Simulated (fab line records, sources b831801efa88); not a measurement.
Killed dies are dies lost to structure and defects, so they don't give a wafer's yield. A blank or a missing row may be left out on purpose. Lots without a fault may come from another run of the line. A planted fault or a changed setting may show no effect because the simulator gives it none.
Problem report in the 8D (eight disciplines) form, filled by code | flow sky130 | the parts of the form that need people (team, actions taken, sign-off) are left out

1. THE PROBLEM
beam_energy_keV at SKY_RES_XHIGH_IMPLANT_07 reads a mean of 20.446 on 6 wafers of 2 lots; wafers without a fault read 19.999 with a standard deviation of 0.0064. That is +70 standard deviations from the usual mean.
First seen on wafer L636.2, day 30 20:57, on implanter-01. The record holds 36 wafers of 12 lots with a number at this step. Rule for "out", or "out of limits": more than 4 standard deviations from the usual mean. The other wafers with a number count as sound.

2. WHAT IT IS AND WHAT IT IS NOT
question                    | is                     | is not
which readings at this step | beam_energy_keV        | end_station_pressure_torr
which lots                  | L636, L639             | L627, L629, L630, L633, L634, L635, L637, L638, L646, L648
which wafers of those lots  | all that have a number | -
read on which tools         | implanter-01           | implanter-02, implanter-04
when                        | from day 30 20:57      | up to then (18 sound wafers); but 12 sound wafers of L637, L638, L646, L648 came after

3. SUSPECTS, AND WHAT RULES EACH OUT
Counting: a tool at a process step up to the reading stays a suspect if it ran every lot that is out and no sound lot after the first of them.
- plasma_asher-01 at SKY_LDD_HVN_STRIP_09 (strips in O2/N2): ruled out as a lasting fault. Sound lots L638, L637, L648 ran on it after its first lot that is out, L636 (day 24 14:32).
- implanter-01 at SKY_RES_XHIGH_IMPLANT_07: kept. It ran every lot that is out, first L636 (day 30 20:57), and no sound lot after that; its last sound lot up to then is L635 (day 30 11:36). Its own readings are out on those wafers: beam_energy_keV.
Left after counting: implanter-01 at SKY_RES_XHIGH_IMPLANT_07.

4. THE CAUSE (what the simulator had put in)
Process parameter drift: implanter-01, from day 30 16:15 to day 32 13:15, at SKY_RES_XHIGH_IMPLANT_07. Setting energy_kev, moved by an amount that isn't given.
Counting left only this tool.

5. THE CHAIN OF EFFECTS, in route order
Each row: a reading whose mean over the struck wafers that have a number lies more than 3 standard deviations from the usual. Only readings for which the record gives a usual standard deviation are gone through. hours: the time from each lot's start at the first step in this table that gives one to its start at this step, as a median over the lots. sigmas: the change in usual standard deviations.
hours | step                     | reading         | usual  | on struck wafers | change | sigmas
0     | SKY_RES_XHIGH_IMPLANT_07 | beam_energy_keV | 19.999 | 20.446           | +0.447 | +70
The process steps in it:
- SKY_RES_XHIGH_IMPLANT_07
Later measuring or inspecting steps at which every struck wafer that the step has a row for has a number for every such reading, and none has moved that far: SKY_SD_N_RS_MEAS_16.

6. WHAT WOULD HAVE CAUGHT IT SOONER
In this record the first reading out of limits was taken at day 30 20:57, 5 hours after the fault began at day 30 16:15.
